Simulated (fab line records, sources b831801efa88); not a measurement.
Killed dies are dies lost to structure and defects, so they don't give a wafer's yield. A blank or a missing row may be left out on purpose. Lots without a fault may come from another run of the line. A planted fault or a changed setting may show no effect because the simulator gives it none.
Which tool did it? | flow gf180mcu | 14 lots, 42 wafers sampled, at 3 steps of a route of 602

WHAT THE GAUGES READ, wafer by wafer
GF_V1_THK_MEAS_25: measures by xrf.
lot  | measured     | on            | V1_W_THK (nm)
L526 | day 19 03:21 | film_metro-03 | 365 358 358
L527 | day 19 10:19 | film_metro-03 | 354 355 357
L528 | day 19 16:41 | film_metro-03 | 353 354 357
L532 | day 21 06:12 | film_metro-01 | 353 351 351
L533 | day 21 17:55 | film_metro-04 | 350 346 352
L534 | day 22 12:34 | film_metro-01 | 351 345 346
L535 | day 22 19:22 | film_metro-01 | 351 356 353
L536 | day 22 22:34 | film_metro-04 | 358 354 353
L540 | day 24 10:12 | film_metro-04 | 355 353 349
L542 | day 24 22:58 | film_metro-01 | 351 358 357
L543 | day 25 06:06 | film_metro-01 | 350 352 356
L545 | day 25 19:25 | film_metro-04 | 346 347 350
L546 | day 25 22:30 | film_metro-04 | 361 358 357
L547 | day 26 07:08 | film_metro-01 | 353 350 353

WHICH TOOL RAN EACH LOT (tool, then ch and the chambers of the sampled wafers, then the start)
lot  | GF_V1_CMP_04                  | GF_V1_SPUTTER_22
L526 | cmp-01 ch 0,1,3, day 18 02:08 | pvd_sputter-01, day 19 03:05
L527 | cmp-01 ch 0,2,3, day 18 07:58 | pvd_sputter-04, day 19 10:02
L528 | cmp-01 ch 2,3, day 18 14:40   | pvd_sputter-04, day 19 16:25
L532 | cmp-02 ch 2,3, day 20 04:28   | pvd_sputter-01, day 21 05:55
L533 | cmp-01 ch 0,2,3, day 20 16:23 | pvd_sputter-04, day 21 17:37
L534 | cmp-01 ch 0,3, day 21 11:35   | pvd_sputter-01, day 22 12:17
L535 | cmp-02 ch 0,2,3, day 21 19:22 | pvd_sputter-04, day 22 19:05
L536 | cmp-01 ch 0,1,3, day 21 21:42 | pvd_sputter-04, day 22 22:17
L540 | cmp-02 ch 0,2,3, day 23 10:49 | pvd_sputter-02, day 24 09:55
L542 | cmp-01 ch 0,2,3, day 23 23:14 | pvd_sputter-04, day 24 22:40
L543 | cmp-01 ch 1,2,3, day 24 06:41 | pvd_sputter-02, day 25 05:49
L545 | cmp-02 ch 0,1,3, day 24 21:02 | pvd_sputter-01, day 25 19:08
L546 | cmp-02 ch 0,2, day 24 23:41   | pvd_sputter-04, day 25 22:14
L547 | cmp-01 ch 1,2,3, day 25 09:01 | pvd_sputter-04, day 26 06:52
- GF_V1_CMP_04: polishes SiO2.
- GF_V1_SPUTTER_22: material TiN, target thk 10 nm, time 40 s.

WHAT THE TOOLS THEMSELVES READ (means of the sampled wafers that have a number; where no wafer has one, the mark that the record gives instead)
GF_V1_CMP_04.
lot  | tool   | edge_zone_pressure_frac | head_pressure_psi (psi) | motor_current_A (A) | time_to_endpoint_s (s)
L526 | cmp-01 | 0.998                   | 4.009                   | 12.5                | 78
L527 | cmp-01 | 1.000                   | 4.006                   | 12.8                | 82
L528 | cmp-01 | 1.000                   | 3.994                   | 11.5                | 80
L532 | cmp-02 | 0.996                   | 4.003                   | 13.5                | 82
L533 | cmp-01 | 1.001                   | 3.994                   | 12.2                | 80
L534 | cmp-01 | 1.005                   | 3.994                   | 13.0                | 79
L535 | cmp-02 | 1.002                   | 4.002                   | 12.8                | 75
L536 | cmp-01 | 0.997                   | 3.998                   | 12.3                | 75
L540 | cmp-02 | 1.001                   | 4.001                   | 12.8                | 73
L542 | cmp-01 | 0.999                   | 4.004                   | 11.9                | 74
L543 | cmp-01 | 1.001                   | 4.002                   | 11.9                | 85
L545 | cmp-02 | 1.002                   | 4.003                   | 11.5                | 73
L546 | cmp-02 | 1.003                   | 3.994                   | 13.4                | 78
L547 | cmp-01 | 1.000                   | 4.002                   | 11.7                | 84

GF_V1_SPUTTER_22.
lot  | tool           | throttle_valve_pct (%)
L526 | pvd_sputter-01 | 30.5
L527 | pvd_sputter-04 | 30.0
L528 | pvd_sputter-04 | 29.5
L532 | pvd_sputter-01 | 31.1
L533 | pvd_sputter-04 | 29.9
L534 | pvd_sputter-01 | 30.8
L535 | pvd_sputter-04 | 30.3
L536 | pvd_sputter-04 | 30.7
L540 | pvd_sputter-02 | 30.2
L542 | pvd_sputter-04 | 30.6
L543 | pvd_sputter-02 | 30.1
L545 | pvd_sputter-01 | 30.8
L546 | pvd_sputter-04 | 30.4
L547 | pvd_sputter-04 | 30.6

THE ANSWER, worked out from the rows above alone
Rule: what is usual is taken from the lots themselves. Put in order of their means at a reading, lots are off if they are a third of the lots or fewer, leave a main group of 4 or more, and stand apart from it by a gap of 3 or more times the standard deviation of the main group's means; of several such gaps the widest counts. A main group whose means are all the same, to the digits that the tables above print for the reading, isn't used. A lot without any number at a reading at which 4 lots or more have one is off too. The other lots that the step has rows for count as sound. The gauges are gone through in route order, then the tools' own readings, and for those a lot's mean is taken as printed above. The first step at which some lot is off is used, and at that step the reading that is off furthest; a lot without a number counts as furthest.
No lot is off at any reading shown: from this, nothing can be told.

WHAT THE SIMULATOR HAD PUT IN
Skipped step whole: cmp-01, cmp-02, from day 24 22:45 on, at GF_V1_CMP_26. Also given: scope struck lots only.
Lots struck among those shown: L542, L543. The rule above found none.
